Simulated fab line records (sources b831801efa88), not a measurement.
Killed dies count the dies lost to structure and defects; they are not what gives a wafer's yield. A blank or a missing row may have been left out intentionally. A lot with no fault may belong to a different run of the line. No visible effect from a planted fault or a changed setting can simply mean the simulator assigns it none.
8D (eight disciplines) problem report, filled in by code + flow gf180mcu + the parts of the form that need people (team, actions taken, sign-off) are left out

== 1. THE ISSUE ==
Wafers without a fault read 400.4 nm, standard deviation 2; cd_nm at GF_HV_LDD_CD_MEAS_31 reads a mean of 337.4 nm on 6 wafers belonging to 2 lots. That is -31 standard deviations from the usual mean.
The step: target cd 400 nm.
The first sign was on wafer L426.1 at day 15 12:25, on cd_sem-01. Wafers with a number at this step in the record: 36, from 12 lots. Rule for "out", or "out of limits": more than 4 standard deviations from the usual mean. The rest of the wafers with a number are treated as sound.

== 2. WHAT IT IS, AND WHAT IT ISN'T ==
| question                    | is                     | is not                                                                          |
|-----------------------------|------------------------|---------------------------------------------------------------------------------|
| which readings at this step | cd_nm                  | -                                                                               |
| which lots                  | L426, L429             | L414, L415, L417, L419, L420, L421, L423, L431, L434, L437                      |
| which wafers of those lots  | all that have a number | -                                                                               |
| read on which gauges        | cd_sem-01              | cd_sem-02                                                                       |
| when                        | from day 15 12:25      | up to then (21 sound wafers); but 9 sound wafers of L431, L434, L437 came after |

== 3. WHAT RULES OUT EACH SUSPECT ==
Counting: a tool at a process step up to the reading stays a suspect if it ran every lot that is out and no sound lot after the first of them.
- the gauge at GF_HV_LDD_CD_MEAS_31 has been ruled out. All the wafers that are out were read on cd_sem-01, but those of them that GF_HV_LDD_EXPOSE_28 has rows for are out there too, on other tools.
- iline_stepper-02 at GF_HV_LDD_EXPOSE_28 (exposes mask Nplus HV AREA, target cd 400 nm): kept. It processed each lot that is out, first L426 at day 15 02:50, and no sound lot thereafter; up to then, the last sound lot it processed was L423 at day 14 04:10. Out on those wafers are its own readings of exposure_dose_mJ_cm2.
Remaining after the count: iline_stepper-02 at GF_HV_LDD_EXPOSE_28.

== 4. THE CAUSE (what the simulator had put in) ==
Process parameter drift: iline_stepper-02, from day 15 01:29 on, at GF_HV_LDD_EXPOSE_28. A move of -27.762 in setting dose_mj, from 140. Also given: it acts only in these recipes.
The count eliminated every tool but this one.

== 5. THE CHAIN OF EFFECTS, in route order ==
Rows list readings where the struck wafers' mean (over those with a number) sits beyond 3 standard deviations from the usual. Scope: only readings with a usual standard deviation given in the record; hours: median across lots of the time from each lot's start at the first step in this table that gives one to its start at this step; sigmas: change in usual standard deviations.
| hours | step                 | reading              | usual    | on struck wafers | change | sigmas      |
|-------|----------------------|----------------------|----------|------------------|--------|-------------|
| 0     | GF_HV_LDD_EXPOSE_28  | exposure_dose_mJ_cm2 | 140.02   | 112.15           | -27.87 | -99 or more |
| 10    | GF_HV_LDD_CD_MEAS_31 | cd_nm                | 400.4 nm | 337.4            | -62.9  | -31         |
Its process steps:
- GF_HV_LDD_EXPOSE_28: exposes mask Nplus HV AREA, target cd 400 nm.

== 6. HOW IT WOULD HAVE BEEN CAUGHT EARLIER ==
Counted from the fault's start at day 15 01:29, it took 11 hours until the first out-of-limits reading at a measuring or inspecting step in this record, taken at day 15 12:25.
At GF_HV_LDD_EXPOSE_28, the tool's own readings (exposure_dose_mJ_cm2) were out on each struck wafer the step has a row for, so an alarm limit on them would have fired on the first such wafer.
Of the lots that are out (2), L429 began GF_HV_LDD_EXPOSE_28 on iline_stepper-02 after day 15 12:25. Putting the tool on hold at that point would have spared it.
